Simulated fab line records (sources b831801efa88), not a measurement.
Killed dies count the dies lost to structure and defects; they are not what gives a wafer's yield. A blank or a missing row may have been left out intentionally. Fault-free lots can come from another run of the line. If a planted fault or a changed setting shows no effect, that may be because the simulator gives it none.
Which tool did it? -- flow sky130 -- 12 lots, 36 wafers sampled, at 3 steps of a route of 708

WHAT THE GAUGES SHOWED, per wafer
SKY_METAL1_RS_MEAS_05: uses a four-point probe to measure.
lot,measured,on,METAL1_ALCU_RS (ohm/sq)
L948,day 31 01:32,film metro-02,0.1259 0.1262 0.1257
L950,day 31 13:02,film metro-03,0.1257 0.1265 0.1254
L949,day 31 15:49,film metro-03,0.1232 0.1247 0.1248
L951,day 32 09:04,film metro-04,0.1262 0.1275 0.1290
L952,day 32 19:13,film metro-03,0.1264 0.1278 0.1277
L954,day 33 08:06,film metro-02,0.1257 0.1262 0.1269
L961,day 35 15:40,film metro-02,0.1256 0.1236 0.1242
L963,day 36 09:05,film metro-02,0.1258 0.1247 0.1252
L966,day 37 23:07,film metro-03,0.1263 0.1257 0.1254
L969,day 38 17:44,film metro-04,0.1275 0.1284 0.1279
L970,day 38 19:32,film metro-02,0.1273 0.1265 0.1269
L971,day 40 09:01,film metro-03,0.1260 0.1254 0.1256

EACH LOT AND THE TOOL THAT RAN IT (in order: tool; ch and the chambers of the sampled wafers; start)
lot,SKY_LI_CONTACT_SPUTTER_19,SKY_LOCAL_INTERCONNECT_STRIP_15
L948,"pvd sputter-02, day 28 14:00","plasma asher-04 ch 0,1, day 29 18:19"
L950,"pvd sputter-03, day 29 00:53","plasma asher-01 ch 0,1, day 30 05:46"
L949,"pvd sputter-04, day 29 02:58","plasma asher-04 ch 0,1, day 30 08:34"
L951,"pvd sputter-03, day 29 21:23","plasma asher-01 ch 0,1, day 31 02:55"
L952,"pvd sputter-04, day 30 08:20","plasma asher-01 ch 0,1, day 31 13:37"
L954,"pvd sputter-03, day 30 22:21","plasma asher-01 ch 0,1, day 32 03:19"
L961,"pvd sputter-02, day 33 06:32","plasma asher-02 ch 0,1, day 34 10:00"
L963,"pvd sputter-02, day 34 00:18","plasma asher-02 ch 0,1, day 35 04:10"
L966,"pvd sputter-02, day 35 15:30","plasma asher-02 ch 0,1, day 36 18:16"
L969,"pvd sputter-04, day 36 10:40","plasma asher-02 ch 0,1, day 37 13:36"
L970,"pvd sputter-03, day 36 11:10","plasma asher-02 ch 1, day 37 14:52"
L971,"pvd sputter-02, day 38 03:43","plasma asher-02 ch 0,1, day 39 06:39"
- SKY_LI_CONTACT_SPUTTER_19: material Ti, target thk 20 nm, time 106.37 s.
- SKY_LOCAL_INTERCONNECT_STRIP_15: strips in O2/N2.

AS READ BY THE TOOLS THEMSELVES (means over the sampled wafers that have a number; for cases with no such wafer, the mark the record gives instead)
SKY_LI_CONTACT_SPUTTER_19.
lot,tool,substrate temp c (C),throttle valve pct (%)
L948,pvd sputter-02,200.02,29.5
L950,pvd sputter-03,200.17,29.9
L949,pvd sputter-04,199.93,29.2
L951,pvd sputter-03,200.02,29.9
L952,pvd sputter-04,199.85,29.7
L954,pvd sputter-03,199.96,29.2
L961,pvd sputter-02,200.08,29.5
L963,pvd sputter-02,199.93,29.4
L966,pvd sputter-02,200.00,30.0
L969,pvd sputter-04,200.15,29.4
L970,pvd sputter-03,200.02,29.9
L971,pvd sputter-02,199.98,30.2

SKY_LOCAL_INTERCONNECT_STRIP_15.
lot,tool,chamber pressure mTorr (mTorr),drypump motor current A (A),oes product au (a.u.),strip time to endpoint s (s)
L948,plasma asher-04,1499.0,5.3,0.431,4.747
L950,plasma asher-01,1501.0,6.4,0.428,4.737
L949,plasma asher-04,1500.0,5.3,0.424,4.733
L951,plasma asher-01,1500.0,6.0,0.428,4.739
L952,plasma asher-01,1399.5,6.0,0.427,4.797
L954,plasma asher-01,1400.1,6.0,0.427,4.831
L961,plasma asher-02,1499.9,5.8,0.428,4.711
L963,plasma asher-02,1500.5,5.8,0.430,4.727
L966,plasma asher-02,1499.8,5.9,0.429,4.718
L969,plasma asher-02,1500.5,5.9,0.425,4.709
L970,plasma asher-02,1501.4,5.9,0.421,4.718
L971,plasma asher-02,1500.2,5.9,0.428,4.732

THE ANSWER, worked out from the rows above alone
Rule: usual is defined by the lots themselves. Put in order of their means at a reading, lots are off if they are a third of the lots or fewer, leave a main group of 4 or more, and stand apart from it by a gap of 3 or more times the standard deviation of the main group's means; of several such gaps the widest counts. Not used: any main group whose means are identical at the precision the tables above print for the reading. Also off: a lot with no number at a reading for which 4 or more lots have one. Where the step has rows for the other lots, those lots are counted as sound. Order of review: gauges by route order, followed by the tools' own readings, for which a lot's mean as printed above is used. At the first step where some lot is off, the reading lying furthest off is the one used; lots without a number count as furthest.
Off: L952, L954, at SKY_LOCAL_INTERCONNECT_STRIP_15 (chamber pressure mTorr). For the main group the mean is 1500.2 mTorr and the standard deviation 0.63.
If a tool, at that step or one of the process steps before it, ran each lot that is off and ran no sound lot following the first of them, it fits. One fits: SKY_LOCAL_INTERCONNECT_STRIP_15 on plasma asher-01. Its last sound lot is L951 (day 31 02:55), its first lot that is off L952 (day 31 13:37): a fault that began between those two fits.
The tool's own readings at SKY_LOCAL_INTERCONNECT_STRIP_15 bear it out: on the lots that are off they differ by more than 5 times the standard deviation of the sound lots' means. chamber pressure mTorr reads 1399.8 mTorr there against 1500.2 mTorr on the sound lots; strip time to endpoint s reads 4.814 s there against 4.727 s on the sound lots.

WHAT THE SIMULATOR PUT IN
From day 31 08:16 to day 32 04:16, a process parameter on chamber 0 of plasma asher-01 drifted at SKY_LOCAL_INTERCONNECT_STRIP_15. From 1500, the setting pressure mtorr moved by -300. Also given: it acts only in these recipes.
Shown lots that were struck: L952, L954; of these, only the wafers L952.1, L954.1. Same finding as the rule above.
